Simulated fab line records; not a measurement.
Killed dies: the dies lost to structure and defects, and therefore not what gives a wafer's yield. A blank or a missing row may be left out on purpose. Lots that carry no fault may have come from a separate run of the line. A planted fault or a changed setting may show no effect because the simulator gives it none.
fab line records	flow sky130
record lots=7	wafers=21	last_day=49
route steps=708 shown CONTACT@433 METAL1@434 PAD_OPEN@708
lots that met no fault: taken from a fault-free run of the same line
start_h: hours from the record's first day to the start of the lot's first wafer shown	wait_h: hours from the lot's prior step to this one	" identical to the entry in the row above	L1.1+2: one row covering several wafers at once	- either no value or no given start	* or withheld: withheld	< > ~ a bound
route shown NAME@n: names a module that has steps shown in the file, with the first one's number in the route	usual: the fault-free wafers' mean and standard deviation	same: alike in all rows	chamber/n: place in a boat	sites: per-site readings	_std_site: standard deviation of those values	_edge_site: mean of outer sites minus mean of inner sites	radius_mm: how far each site lies from the wafer's centre	mask NAME#n: copy n	behind: the last tool/chamber to shape the wafer	hold: what put the lot on hold/how long, in hours/how the hold closed	device: transistor that didn't switch, given as n, p or np	end of line: the same wafers' tests at the end of the route	where a step has no rows: the recipe by itself	killed: dies lost to structure and defects at the first sort, not the wafer's yield	map: a wafer's dies, marking killed ones x, the rest . and places with no die _
set.NAME: the setting as run; set.NAME@STEP: as run at that earlier step	model.NAME: the simulator's own value behind a step, which no gauge read
lots seen at some steps along the route; tables by step, rows by wafer
services: from which hour (start_h, from the record's first day; less than 0 if before it) a tool's chamber was out of use, for how many hours, and why
## steps
# step SKY_CONTACT_CMP_27
# recipe stop_on=SiO2	t_overpolish_s=15	down_force_psi=3.5	platen_rpm=60	target_thk_nm=0	pad_velocity_m_s=0.94248
# usual head_pressure_psi=3.499/0.0081	motor_current_A=10.4/0.62	overpolish_run_s=15.001/0.0081	time_to_endpoint_s=82.6/2.8
lot.wafer	tool	chamber	start_h	wait_h	head_pressure_psi	motor_current_A	overpolish_run_s	time_to_endpoint_s
L864.4	cmp-02	3	788.73	0.1	3.505	10.5	14.992	84.2
L864.2	"	0	"	"	3.507	9.4	15.007	91.2
L864.5	"	1	"	"	3.502	10.3	14.992	88.3
L866.2	cmp-01	2	801.99	0.0	3.492	10.9	14.994	79.1
L866.1	"	3	"	"	3.521	10.8	14.997	81.1
L866.4	"	0	"	"	3.493	10.7	15.006	80.1
L868.3	cmp-02	0	841.14	0.1	3.494	9.6	14.998	81.5
L868.4	"	2	"	"	3.499	11.2	15.010	81.7
L868.6	"	3	"	"	3.507	10.0	15.010	82.9
L873.4	cmp-01	0	860.50	0.1	3.504	11.1	15.009	80.6
L873.1	"	2	"	"	3.515	10.2	14.995	79.2
L873.5	"	3	"	"	3.504	11.2	14.993	85.8
L874.4	cmp-01	0	870.92	0.3	3.502	11.6	15.002	77.2
L874.1	"	1	"	"	3.501	9.3	15.012	81.7
L874.6	"	0	"	"	3.478	11.0	15.001	81.1
L876.4	cmp-01	1	875.45	0.1	3.497	9.6	15.005	81.0
L876.3	"	2	"	"	3.498	10.3	15.002	83.7
L876.5	"	3	"	"	3.494	11.0	14.992	84.4
L875.3	cmp-02	2	876.46	0.1	3.488	11.2	14.996	86.6
L875.4	"	3	"	"	3.505	10.4	15.002	83.9
L875.5	"	1	"	"	3.498	9.9	15.016	81.0
# step SKY_METAL1_SPUTTER_00
# recipe material=Ti	target_thk_nm=15	power_w=3000	time_s=10	chamber_pressure_pa=0.4
# usual throttle_valve_pct=30.1/0.91
lot.wafer	tool	chamber	start_h	wait_h	throttle_valve_pct
L864.2	pvd_sputter-04	-	788.93	0.1	30.4
L864.4	"	-	"	"	29.6
L864.5	"	-	"	"	28.6
L866.1	pvd_sputter-04	-	802.29	0.2	30.9
L866.2	"	-	"	"	28.5
L866.4	"	-	"	"	30.5
L868.3	pvd_sputter-04	-	841.39	0.2	31.4
L868.4	"	-	"	"	31.1
L868.6	"	-	"	"	30.7
L873.1	pvd_sputter-03	-	860.75	0.1	30.3
L873.4	"	-	"	"	28.6
L873.5	"	-	"	"	29.9
L874.1	pvd_sputter-03	-	871.17	0.1	28.6
L874.4	"	-	"	"	29.9
L874.6	"	-	"	"	30.1
L876.3	pvd_sputter-01	-	875.65	0.1	29.9
L876.4	"	-	"	"	31.8
L876.5	"	-	"	"	31.6
L875.3	pvd_sputter-01	-	876.71	0.2	30.3
L875.4	"	-	"	"	31.2
L875.5	"	-	"	"	30.4
# step SKY_METAL1_SPUTTER_01
# recipe material=TiN	target_thk_nm=20	power_w=6500	time_s=16.7	chamber_pressure_pa=0.4
# usual throttle_valve_pct=30.1/0.92
lot.wafer	tool	chamber	start_h	wait_h	throttle_valve_pct
L864.2	pvd_sputter-04	-	788.95	0.0	30.8
L864.4	"	-	"	"	29.9
L864.5	"	-	"	"	28.7
L866.1	pvd_sputter-04	-	802.31	0.0	31.2
L866.2	"	-	"	"	28.5
L866.4	"	-	"	"	30.4
L868.3	pvd_sputter-04	-	841.41	0.0	31.2
L868.4	"	-	"	"	31.3
L868.6	"	-	"	"	30.4
L873.1	pvd_sputter-03	-	860.77	0.0	30.5
L873.4	"	-	"	"	28.7
L873.5	"	-	"	"	30.1
L874.1	pvd_sputter-03	-	871.20	0.0	28.6
L874.4	"	-	"	"	30.5
L874.6	"	-	"	"	30.2
L876.3	pvd_sputter-01	-	875.68	0.0	29.8
L876.4	"	-	"	"	31.6
L876.5	"	-	"	"	31.7
L875.3	pvd_sputter-01	-	876.74	0.0	30.2
L875.4	"	-	"	"	31.2
L875.5	"	-	"	"	30.4
# step SKY_METAL1_SPUTTER_02
# recipe material=AlCu	target_thk_nm=250	power_w=10600	time_s=13.3	chamber_pressure_pa=0.4
# step SKY_METAL1_SPUTTER_03
# recipe material=Ti	target_thk_nm=5	power_w=3000	time_s=3.3	chamber_pressure_pa=0.4
# usual throttle_valve_pct=30.1/0.9
lot.wafer	tool	chamber	start_h	wait_h	throttle_valve_pct
L864.2	pvd_sputter-04	-	789.00	0.0	30.3
L864.4	"	-	"	"	29.7
L864.5	"	-	"	"	28.7
L866.1	pvd_sputter-04	-	802.36	0.0	30.9
L866.2	"	-	"	"	28.7
L866.4	"	-	"	"	30.5
L868.3	pvd_sputter-04	-	841.46	0.0	31.1
L868.4	"	-	"	"	31.0
L868.6	"	-	"	"	30.6
L873.1	pvd_sputter-03	-	860.82	0.0	30.1
L873.4	"	-	"	"	28.5
L873.5	"	-	"	"	30.0
L874.1	pvd_sputter-03	-	871.25	0.0	28.6
L874.4	"	-	"	"	30.3
L874.6	"	-	"	"	29.9
L876.3	pvd_sputter-01	-	875.73	0.0	30.2
L876.4	"	-	"	"	31.5
L876.5	"	-	"	"	31.6
L875.3	pvd_sputter-01	-	876.79	0.0	30.1
L875.4	"	-	"	"	31.3
L875.5	"	-	"	"	30.4
# step SKY_METAL1_SPUTTER_04
# recipe material=TiN	target_thk_nm=70	power_w=6500	time_s=58.3	chamber_pressure_pa=0.4
# usual throttle_valve_pct=30.1/0.93
lot.wafer	tool	chamber	start_h	wait_h	throttle_valve_pct
L864.2	pvd_sputter-04	-	789.02	0.0	30.6
L864.4	"	-	"	"	29.5
L864.5	"	-	"	"	28.6
L866.1	pvd_sputter-04	-	802.38	0.0	31.3
L866.2	"	-	"	"	28.5
L866.4	"	-	"	"	30.5
L868.3	pvd_sputter-04	-	841.48	0.0	31.0
L868.4	"	-	"	"	31.3
L868.6	"	-	"	"	30.4
L873.1	pvd_sputter-03	-	860.84	0.0	30.6
L873.4	"	-	"	"	28.5
L873.5	"	-	"	"	29.9
L874.1	pvd_sputter-03	-	871.27	0.0	28.2
L874.4	"	-	"	"	30.4
L874.6	"	-	"	"	30.0
L876.3	pvd_sputter-01	-	875.74	0.0	29.7
L876.4	"	-	"	"	31.8
L876.5	"	-	"	"	31.6
L875.3	pvd_sputter-01	-	876.80	0.0	30.3
L875.4	"	-	"	"	31.1
L875.5	"	-	"	"	30.3
# step SKY_METAL1_RS_MEAS_05
# recipe thk_meas_gauge=four-point-probe	reads=TiN_of_METAL1_SPUTTER_04+Ti_of_METAL1_SPUTTER_03+AlCu_of_METAL1_SPUTTER_02+TiN_of_METAL1_SPUTTER_01+Ti_of_METAL1_SPUTTER_00
# usual METAL1_ALCU_RS=0.1262/0.00094
lot.wafer	tool	chamber	start_h	wait_h	METAL1_ALCU_RS[ohm/sq]
L864.2	film_metro-02	-	789.09	0.0	0.1262
L864.4	"	-	"	"	0.1268
L864.5	"	-	"	"	0.1257
L866.1	film_metro-02	-	802.43	0.0	0.1262
L866.2	"	-	"	"	0.1268
L866.4	"	-	"	"	0.1257
L868.3	film_metro-01	-	841.57	0.1	0.1264
L868.4	"	-	"	"	0.1269
L868.6	"	-	"	"	0.1263
L873.1	film_metro-01	-	860.89	0.0	0.1255
L873.4	"	-	"	"	0.1248
L873.5	"	-	"	"	0.1253
L874.1	film_metro-03	-	871.31	0.0	0.1261
L874.4	"	-	"	"	0.1265
L874.6	"	-	"	"	0.1254
L876.3	film_metro-01	-	875.83	0.1	0.1263
L876.4	"	-	"	"	0.1261
L876.5	"	-	"	"	0.1255
L875.3	film_metro-02	-	876.89	0.1	0.1274
L875.4	"	-	"	"	0.1273
L875.5	"	-	"	"	0.1282
# step SKY_METAL1_THK_MEAS_06
# recipe thk_meas_gauge=xrf	reads=AlCu_of_METAL1_SPUTTER_02
# usual METAL1_ALCU_THK=255.1/2.5
lot.wafer	tool	chamber	start_h	wait_h	METAL1_ALCU_THK[nm]
L864.2	film_metro-02	-	789.20	0.1	254.4
L864.4	"	-	"	"	255.2
L864.5	"	-	"	"	256.9
L866.1	film_metro-02	-	802.55	0.1	254.9
L866.2	"	-	"	"	253.2
L866.4	"	-	"	"	256.2
L868.3	film_metro-01	-	841.67	0.1	255.8
L868.4	"	-	"	"	255.8
L868.6	"	-	"	"	255.0
L873.1	film_metro-01	-	861.01	0.1	255.2
L873.4	"	-	"	"	260.1
L873.5	"	-	"	"	257.7
L874.1	film_metro-03	-	871.43	0.1	254.7
L874.4	"	-	"	"	253.3
L874.6	"	-	"	"	253.1
L876.3	film_metro-01	-	875.93	0.1	255.4
L876.4	"	-	"	"	256.7
L876.5	"	-	"	"	259.7
L875.3	film_metro-02	-	876.99	0.1	253.2
L875.4	"	-	"	"	253.3
L875.5	"	-	"	"	249.2
# step SKY_METAL1_DEHYDRATE_07
# recipe temp_c=200	time_s=60
# step SKY_METAL1_HMDS_08
# recipe prime_time_s=60	prime_temp_c=120
# step SKY_METAL1_COAT_09
# recipe resist=BARC	temp_c=withheld	time_s=withheld	spin_rpm=3000	resist_thk_nm=60
# step SKY_METAL1_COAT_10
# recipe resist=KrF-thick	spin_rpm=3000	resist_thk_nm=450
# step SKY_METAL1_SOFTBAKE_11
# recipe temp_c=100	time_s=90	resist=KrF-thick
# usual heater_power_total_W=57.35/0.11	plate_temp_C=99.98/0.11
lot.wafer	tool	chamber	start_h	wait_h	heater_power_total_W	plate_temp_C
L864.2	litho_track-04	0	801	-	57.29	99.93
L864.4	"	0	"	"	57.56	100.06
L864.5	"	0	"	"	57.25	99.72
L866.1	litho_track-02	0	815	-	57.32	99.98
L866.2	"	0	"	"	57.29	99.82
L866.4	"	0	"	"	57.40	99.72
L868.3	litho_track-01	0	855	-	57.23	100.00
L868.4	"	0	"	"	57.37	99.94
L868.6	"	0	"	"	57.44	100.03
L873.1	litho_track-01	0	873	-	57.96	101.08
L873.4	"	0	"	"	58.09	101.10
L873.5	"	0	"	"	58.11	101.01
L874.1	litho_track-01	0	884	-	58.00	101.06
L874.4	"	0	"	"	58.03	100.80
L874.6	"	0	"	"	58.10	100.94
L876.3	litho_track-01	0	888	-	57.93	101.00
L876.4	"	0	"	"	58.10	100.87
L876.5	"	0	"	"	58.32	100.72
L875.3	litho_track-02	0	890	-	57.38	99.87
L875.4	"	0	"	"	57.39	99.97
L875.5	"	0	"	"	57.34	100.05
# step SKY_METAL1_EXPOSE_12
# recipe mask_id=MM1	na=0.8	source_shape=annular	sigma_inner=0.55	sigma_outer=0.85	target_cd_nm=140	dose_mj=28
# step SKY_PAD_OPEN_PROBE_99
# usual defect_limited_yield=82.4/2.1	killed_at_M0_to_M3=44/7.3	killed_at_M4_up=3.0/1.9	killed_at_contacts=24/5	killed_at_front_end=16/4.5	killed_at_other=0.3/0.46	killed_dies=87/10	killed_open=47/8.3	killed_short=39/6.4	sort_bin_3_pad_short=0.8/0.43	sort_bin_5_function=10.5/1.6	sort_bin_6_memory=6.3/1.1	sort_n_pass=405/10	sort_yield_pct=82.4/2.1
# same gross_dies=492	killed_at_back_side=0	sort_bin_4_leakage[%]=0	sort_bin_8_speed[%]=0
lot.wafer	tool	chamber	start_h	wait_h	defect_limited_yield[%]	killed_at_M0_to_M3	killed_at_M4_up	killed_at_contacts	killed_at_front_end	killed_at_other	killed_dies	killed_open	killed_short	sort_bin_3_pad_short[%]	sort_bin_5_function[%]	sort_bin_6_memory[%]	sort_n_pass	sort_yield_pct[%]
L864.2	prober-01	-	1114.30	0.1	85.4	31	4	24	13	0	72	37	35	0.4	9.3	4.9	420	85.4
L864.4	prober-01	-	1114.40	0.2	82.5	49	2	21	13	1	86	38	48	0.4	11.2	5.9	406	82.5
L864.5	prober-01	-	1114.45	0.2	82.5	48	2	23	13	0	86	58	28	0.4	11.0	6.1	406	82.5
L866.1	prober-02	-	1124.93	0.1	83.1	39	3	26	14	1	83	49	34	0.4	10.2	6.3	409	83.1
L866.2	prober-02	-	1124.98	0.1	80.7	56	1	22	16	0	95	54	41	0.8	11.4	7.1	397	80.7
L866.4	prober-02	-	1125.08	0.2	78.0	53	6	29	20	0	108	63	45	0.8	12.8	8.3	384	78.0
L868.3	prober-02	-	1151.94	0.2	81.5	46	3	21	20	1	91	44	47	1.4	9.8	7.3	401	81.5
L868.4	prober-02	-	1151.99	0.2	82.7	41	3	25	16	0	85	51	34	1.0	11.0	5.3	407	82.7
L868.6	prober-02	-	1152.09	0.2	81.7	51	1	21	17	0	90	47	43	0.6	8.3	9.3	402	81.7
L873.1	prober-01	-	1166.23	0.1	81.5	49	4	23	14	1	91	42	49	1.0	11.8	5.7	401	81.5
L873.4	prober-01	-	1166.38	0.2	82.5	47	0	19	20	0	86	40	46	1.0	10.2	6.3	406	82.5
L873.5	prober-01	-	1166.43	0.2	82.1	41	3	32	12	0	88	48	40	0.8	10.4	6.7	404	82.1
L874.1	prober-02	-	1173.00	0.1	83.7	51	6	15	8	0	80	38	42	1.0	10.0	5.3	412	83.7
L874.4	prober-02	-	1173.15	0.2	82.5	43	2	21	20	0	86	42	44	1.6	11.4	4.5	406	82.5
L874.6	prober-02	-	1173.25	0.2	83.1	42	3	18	19	1	83	42	41	1.0	9.6	6.3	409	83.1
L875.3	prober-01	-	1177.27	0.2	81.1	49	2	22	19	1	93	53	40	1.0	11.8	6.1	399	81.1
L875.4	prober-01	-	1177.32	0.2	84.1	43	1	21	13	0	78	36	42	1.4	8.9	5.5	414	84.1
L875.5	prober-01	-	1177.37	0.2	83.5	42	1	20	17	1	81	47	34	0.6	8.5	7.3	411	83.5
L876.3	prober-02	-	1177.88	0.2	84.8	35	3	25	12	0	75	45	30	0.6	9.8	4.9	417	84.8
L876.4	prober-02	-	1177.93	0.2	83.9	35	4	27	13	0	79	43	36	0.6	11.2	4.3	413	83.9
L876.5	prober-02	-	1177.98	0.2	84.3	38	3	21	15	0	77	35	42	1.2	9.1	5.3	415	84.3
# killed by level:class
L864.2 LI_CONTACT:geometric_particle:open=8 CONTACT:geometric_particle:open=6 VIA1:geometric_particle:short=6 CONTACT:geometric_particle:short=5 LOCAL_INTERCONNECT:geometric_particle:short=4 VIA1:geometric_particle:open=4 VIA3:geometric_particle:open=4 FIELD_ISO:geometric_particle:short=3
L864.4 VIA1:geometric_particle:open=15 CONTACT:geometric_particle:short=8 METAL1:geometric_particle:short=6 VIA1:geometric_particle:short=6 METAL2:geometric_particle:short=5 FIELD_ISO:geometric_particle:short=4 VIA2:geometric_particle:open=4 LI_CONTACT:geometric_particle:short=4
L864.5 VIA1:geometric_particle:open=12 LI_CONTACT:geometric_particle:open=10 CONTACT:geometric_particle:open=8 VIA2:geometric_particle:open=7 METAL2:geometric_particle:short=6 VIA3:geometric_particle:open=6 SPACER:geometric_particle:open=5 LOCAL_INTERCONNECT:geometric_particle:short=5
L866.1 VIA1:geometric_particle:open=11 CONTACT:geometric_particle:open=8 LI_CONTACT:geometric_particle:open=7 VIA3:geometric_particle:open=6 LI_CONTACT:geometric_particle:short=5 VIA1:geometric_particle:short=5 METAL1:geometric_particle:short=4 VIA2:geometric_particle:open=4
L866.2 CONTACT:geometric_particle:open=11 VIA1:geometric_particle:open=11 LI_CONTACT:geometric_particle:open=9 VIA1:geometric_particle:short=8 VIA3:geometric_particle:open=8 VIA2:geometric_particle:open=7 POLY_GATE:geometric_particle:short=6 METAL2:geometric_particle:short=6
L866.4 VIA1:geometric_particle:open=15 CONTACT:geometric_particle:open=13 METAL2:geometric_particle:short=10 LI_CONTACT:geometric_particle:open=8 VIA3:geometric_particle:open=7 VIA2:geometric_particle:open=7 POLY_GATE:geometric_particle:short=5 LOCAL_INTERCONNECT:geometric_particle:short=4
L868.3 VIA1:geometric_particle:open=11 FIELD_ISO:geometric_particle:short=7 LI_CONTACT:geometric_particle:open=7 METAL1:geometric_particle:short=7 VIA1:geometric_particle:short=7 CONTACT:geometric_particle:open=5 FIELD_ISO:geometric_particle:open=4 METAL2:geometric_particle:short=4
L868.4 CONTACT:geometric_particle:open=10 VIA1:geometric_particle:open=9 LI_CONTACT:geometric_particle:open=8 VIA1:geometric_particle:short=6 VIA3:geometric_particle:open=6 FIELD_ISO:geometric_particle:open=4 POLY_GATE:geometric_particle:short=4 POLY_GATE:geometric_particle:open=4
L868.6 VIA1:geometric_particle:open=10 VIA3:geometric_particle:open=7 CONTACT:geometric_particle:open=7 VIA2:geometric_particle:open=7 VIA2:geometric_particle:short=7 LOCAL_INTERCONNECT:geometric_particle:short=6 METAL1:geometric_particle:short=6 FIELD_ISO:geometric_particle:open=5
L873.1 METAL1:geometric_particle:short=12 VIA1:geometric_particle:open=8 LI_CONTACT:geometric_particle:open=6 VIA3:geometric_particle:open=6 POLY_GATE:geometric_particle:short=5 LOCAL_INTERCONNECT:geometric_particle:short=5 METAL2:geometric_particle:short=5 CONTACT:geometric_particle:open=4
L873.4 VIA3:geometric_particle:open=9 LI_CONTACT:geometric_particle:open=8 VIA1:geometric_particle:open=7 METAL1:geometric_particle:short=7 POLY_GATE:geometric_particle:short=6 VIA1:geometric_particle:short=6 FIELD_ISO:geometric_particle:short=5 METAL2:geometric_particle:short=5
L873.5 CONTACT:geometric_particle:open=12 LOCAL_INTERCONNECT:geometric_particle:short=10 VIA1:geometric_particle:open=7 POLY_GATE:geometric_particle:open=6 VIA2:geometric_particle:open=6 METAL1:geometric_particle:short=5 VIA3:geometric_particle:open=5 LI_CONTACT:geometric_particle:open=5
L874.1 VIA2:geometric_particle:open=9 METAL1:geometric_particle:short=9 VIA1:geometric_particle:open=8 METAL2:geometric_particle:short=8 CONTACT:geometric_particle:open=6 VIA3:geometric_particle:open=6 VIA1:geometric_particle:short=6 METAL4:geometric_particle:short=5
L874.4 CONTACT:geometric_particle:open=10 VIA1:geometric_particle:open=10 METAL2:geometric_particle:short=9 FIELD_ISO:geometric_particle:short=7 VIA1:geometric_particle:short=6 VIA2:geometric_particle:open=6 CONTACT:geometric_particle:short=5 FIELD_ISO:geometric_particle:open=4
L874.6 VIA1:geometric_particle:open=12 METAL1:geometric_particle:short=9 CONTACT:geometric_particle:open=9 FIELD_ISO:geometric_particle:open=6 POLY_GATE:geometric_particle:short=5 VIA1:geometric_particle:short=4 METAL2:geometric_particle:short=4 VIA3:geometric_particle:open=4
L875.3 CONTACT:geometric_particle:open=10 METAL1:geometric_particle:short=9 VIA1:geometric_particle:open=9 VIA2:geometric_particle:open=7 METAL3:geometric_particle:short=6 POLY_GATE:geometric_particle:open=5 LI_CONTACT:geometric_particle:open=5 LOCAL_INTERCONNECT:geometric_particle:short=5
L875.4 METAL2:geometric_particle:short=9 VIA1:geometric_particle:open=8 METAL1:geometric_particle:short=7 VIA2:geometric_particle:open=6 CONTACT:geometric_particle:open=6 LI_CONTACT:geometric_particle:open=5 CONTACT:geometric_particle:short=5 FIELD_ISO:geometric_particle:short=4
L875.5 CONTACT:geometric_particle:open=9 METAL2:geometric_particle:short=7 VIA1:geometric_particle:open=7 VIA3:geometric_particle:open=6 LI_CONTACT:geometric_particle:open=5 METAL1:geometric_particle:short=5 VIA2:geometric_particle:open=5 FIELD_ISO:geometric_particle:open=4
L876.3 VIA1:geometric_particle:open=10 CONTACT:geometric_particle:short=8 LI_CONTACT:geometric_particle:open=7 CONTACT:geometric_particle:open=7 VIA2:geometric_particle:open=7 POLY_GATE:geometric_particle:short=4 METAL1:geometric_particle:short=4 VIA1:geometric_particle:short=3
L876.4 CONTACT:geometric_particle:open=11 VIA1:geometric_particle:open=7 POLY_GATE:geometric_particle:short=6 LI_CONTACT:geometric_particle:open=6 VIA2:geometric_particle:open=6 CONTACT:geometric_particle:short=5 POLY_GATE:geometric_particle:open=4 METAL2:geometric_particle:short=4
L876.5 VIA1:geometric_particle:open=8 VIA1:geometric_particle:short=7 CONTACT:geometric_particle:open=6 LI_CONTACT:geometric_particle:short=5 VIA2:geometric_particle:open=5 FIELD_ISO:geometric_particle:open=4 LI_CONTACT:geometric_particle:open=4 CONTACT:geometric_particle:short=4
## services
tool	chamber	start_h	hours	kind
pvd_sputter-03	-	797.96	2.7	repair
cmp-01	-	836.08	3.1	repair
pvd_sputter-04	-	843.62	0.5	repair
cmp-02	-	870.01	1.8	repair
## key
first_sign step=SKY_METAL1_SOFTBAKE_11	reading=plate_temp_C	direction=up	sigmas=8.6	usual=*	struck=*
effect step=SKY_METAL1_SOFTBAKE_11	reading=heater_power_total_W	direction=up	sigmas=6.6	usual=*	struck=*
met_at SKY_METAL1_SOFTBAKE_11
struck_wafers L873.1,L873.4,L873.5,L874.1,L874.4,L874.6,L876.3,L876.4,L876.5
loop_trim step=SKY_METAL1_EXPOSE_12	setting=dose	lots=L876
onset_between 855 873
fault kind=process_parameter_drift	tool=litho_track-01	chamber=-	onset_h=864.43	steps=SKY_METAL1_SOFTBAKE_11	channel=temp_c	offset=*	shape=step	end_h=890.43	acts_in=*	stated=*
# loop_trim: a control loop set the setting to another value than it would have without faults
